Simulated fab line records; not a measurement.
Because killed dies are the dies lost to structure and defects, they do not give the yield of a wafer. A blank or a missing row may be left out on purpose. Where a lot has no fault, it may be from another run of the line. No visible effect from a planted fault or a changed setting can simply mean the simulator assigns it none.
Chamber matching | flow sky130 | SKY_VIA1_CMP_02 on cmp-01: 4 sister chambers
The step polishes SiO2. 22 wafers are shown with their chamber, then 11 later ones without.

## EACH WAFER AND ITS CHAMBER
wafer  | chamber | motor_current_A (A)
L158.1 | 3       | 13.6
L158.2 | 2       | 15.6
L158.4 | 0       | 11.0
L159.2 | 2       | 15.3
L159.4 | 1       | 10.8
L159.5 | 1       | 11.7
L161.4 | 1       | 10.3
L161.5 | 3       | 13.1
L161.6 | 0       | 11.0
L162.1 | 2       | 14.1
L162.4 | 3       | 13.8
L162.6 | 1       | 10.5
L163.1 | 1       | 11.1
L163.3 | 3       | 13.6
L163.6 | 2       | 15.6
L166.2 | 2       | 15.4
L166.5 | 1       | 10.9
L166.6 | 2       | 13.9
L167.1 | 0       | 10.1
L167.2 | 2       | 15.2
L167.5 | 3       | 13.5
L168.1 | 0       | 10.3

SIGNATURES, as means of the wafers listed above
reading         | chamber 0 | chamber 1 | chamber 2 | chamber 3 | scatter within a chamber
motor_current_A | 10.600    | 10.883    | 15.014    | 13.520    | 0.536
Rule: for a wafer and a chamber, the distance is found by dividing, reading by reading, the gap between the wafer's reading and the chamber's mean by the reading's scatter, squaring, summing and taking the root. The wafer belongs to the nearest chamber; if the next one is less than 2 further off, it can't be placed. The scatter: take each reading less its chamber's mean, square it, sum over the shown wafers, divide by the number of wafers less the number of chambers, and take the root.

## WAFERS MISSING THEIR CHAMBER
wafer  | motor_current_A (A)
L168.3 | 10.7
L168.4 | 12.8
L177.2 | 10.7
L177.4 | 13.0
L177.6 | 11.2
L180.2 | 10.0
L180.4 | 13.6
L180.5 | 10.7
L181.1 | 14.5
L181.3 | 13.1
L181.6 | 12.6

## CHAMBER TAKEN BY EACH
wafer  | from the rows above     | in truth
L168.3 | can't be placed: 0 or 1 | 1
L168.4 | 3                       | 3
L177.2 | can't be placed: 0 or 1 | 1
L177.4 | 3                       | 3
L177.6 | can't be placed: 1 or 0 | 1
L180.2 | can't be placed: 0 or 1 | 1
L180.4 | 3                       | 3
L180.5 | can't be placed: 0 or 1 | 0
L181.1 | can't be placed: 2 or 3 | 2
L181.3 | 3                       | 3
L181.6 | can't be placed: 3 or 1 | 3
Correct placement for 4 of the 11. Cannot be placed on the basis of these rows: 7; the candidates contain the true chamber in 7. Number placed wrongly: 0.
